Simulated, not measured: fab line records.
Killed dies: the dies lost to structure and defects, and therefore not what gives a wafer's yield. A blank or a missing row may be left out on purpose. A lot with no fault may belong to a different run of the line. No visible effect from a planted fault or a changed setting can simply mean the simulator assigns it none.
Which tool was responsible? ; flow gf180mcu ; route of 602 steps, sampled at 1 step: 6 lots, 17 wafers

WHAT THE GAUGES SHOWED, per wafer
GF_PSD_CD_MEAS_07 targets a cd of 400 nm.
lot;measured;on;cd nm (nm)
L944;day 14 22:46;cd sem-01;405.0 404.6 404.5
L947;day 15 21:18;cd sem-02;399.9 398.0 397.4
L949;day 16 21:02;cd sem-01;404.2 402.1 400.0
L953;day 18 01:16;cd sem-01;401.9 403.0
L962;day 21 01:50;cd sem-01;401.1 400.7 399.4
L964;day 21 17:57;cd sem-01;398.0 398.1 397.9

WHAT TOOL EACH LOT RAN ON (gives the tool, then ch and the chambers of the sampled wafers, and finally the start)
The record holds no process step before these readings.

THE ANSWER, worked out from the rows above alone
Rule: what is usual is taken from the lots themselves. Put in order of their means at a reading, lots are off if they are a third of the lots or fewer, leave a main group of 4 or more, and stand apart from it by a gap of 3 or more times the standard deviation of the main group's means; of several such gaps the widest counts. If all means in a main group match to the digits the tables above print for the reading, that group is not used. A lot without any number at a reading at which 4 lots or more have one is off too. Where the step has rows for the other lots, those lots are counted as sound.
None of the lots is off at any reading shown; this tells nothing.

WHAT HAD BEEN PUT IN BY THE SIMULATOR
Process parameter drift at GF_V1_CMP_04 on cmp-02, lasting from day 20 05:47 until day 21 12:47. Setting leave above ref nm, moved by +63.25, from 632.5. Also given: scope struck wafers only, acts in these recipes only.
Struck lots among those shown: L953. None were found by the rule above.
